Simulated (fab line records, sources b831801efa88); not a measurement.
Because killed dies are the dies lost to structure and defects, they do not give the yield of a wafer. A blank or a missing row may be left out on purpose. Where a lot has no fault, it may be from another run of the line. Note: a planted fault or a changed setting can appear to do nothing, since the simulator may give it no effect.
One fault through the eyes of 2 desks + flow gf180mcu + every desk sees just its own numbers, and what lay behind them comes last

## THE METROLOGY DESK
Means of the sampled wafers that have a number, per lot and without regard to the tool the lot ran on: this is what the gauges read. If a lot's mean is further than 4 standard deviations from the usual mean, the lot is out of limits and carries the mark OUT (the distance appears in the brackets).
Columns: A = HV_LDD_3_TW at GF_HV_LDD_TW_MEAS_38, usual 1425; B = SALICIDE_TIN_THK at GF_SALICIDE_THK_MEAS_05, usual 19.80 nm
| lot  | first seen here | A    | B     |
|------|-----------------|------|-------|
| L670 | day 11 16:34    | 1440 | 19.73 |
| L671 | day 11 21:46    | 1412 | 20.00 |
| L672 | day 12 06:40    | 1447 | 20.18 |
| L673 | day 12 20:54    | 1435 | 19.60 |
| L675 | day 13 08:10    | 1447 | 19.48 |
| L676 | day 13 15:33    | 1431 | 19.77 |
| L678 | day 14 01:31    | 1442 | 19.98 |
| L683 | day 15 22:22    | 1442 | 20.02 |
| L686 | day 16 18:03    | 1390 | 19.89 |
| L687 | day 16 21:26    | 1386 | 19.91 |
| L688 | day 17 08:47    | 1444 | 19.85 |
| L690 | day 18 03:20    | 1430 | 19.81 |
| L692 | day 18 15:26    | 1410 | 19.72 |
| L693 | day 19 00:10    | 1407 | 19.86 |
Result from this desk: across the 14 lots, nothing is out of limits.

## DESK OF THE TOOL OWNER: wetBench-02
The tool's own readings at GF_STI_WET_ETCH_17 (etches Si3N4 in H3PO4, target depth 45 nm, time 514 s): means of the sampled wafers that have a number, for each lot that ran on this tool. If a lot's mean is further than 4 standard deviations from the usual mean, the lot is out of limits and carries the mark OUT (the distance appears in the brackets).
Columns: A = runLengthS at GF_STI_WET_ETCH_17, usual 541 s
| lot  | first seen here | A                     |
|------|-----------------|-----------------------|
| L672 | day 2 11:39     | 539                   |
| L673 | day 2 18:40     | 548                   |
| L676 | day 3 08:22     | 540                   |
| L683 | day 4 22:58     | 542                   |
| L686 | day 5 11:59     | 870 (+99 or more) OUT |
| L687 | day 5 18:35     | 865 (+99 or more) OUT |
This desk's finding: out of limits on L686, L687; first on L686, day 5 11:59 (runLengthS at GF_STI_WET_ETCH_17). In limits: L672, L673, L676, L683.

## ALL TOGETHER
An alarm could have come from the tool owner's desk at day 5 11:59, on L686, L687.
At the metrology desk, nothing out of limits was observed.
The metrology desk has L686, L687 on record, within its limits.
On wetBench-02, each named lot ran GF_STI_WET_ETCH_17.

## WHAT THE SIMULATOR PUT IN
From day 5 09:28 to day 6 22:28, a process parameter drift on wetBench-02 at GF_STI_WET_ETCH_17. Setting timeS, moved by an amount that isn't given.
Lots struck among those shown: L686, L687.
Hours from the fault's start to each desk's first reading out of limits: the tool owner's desk, 3.
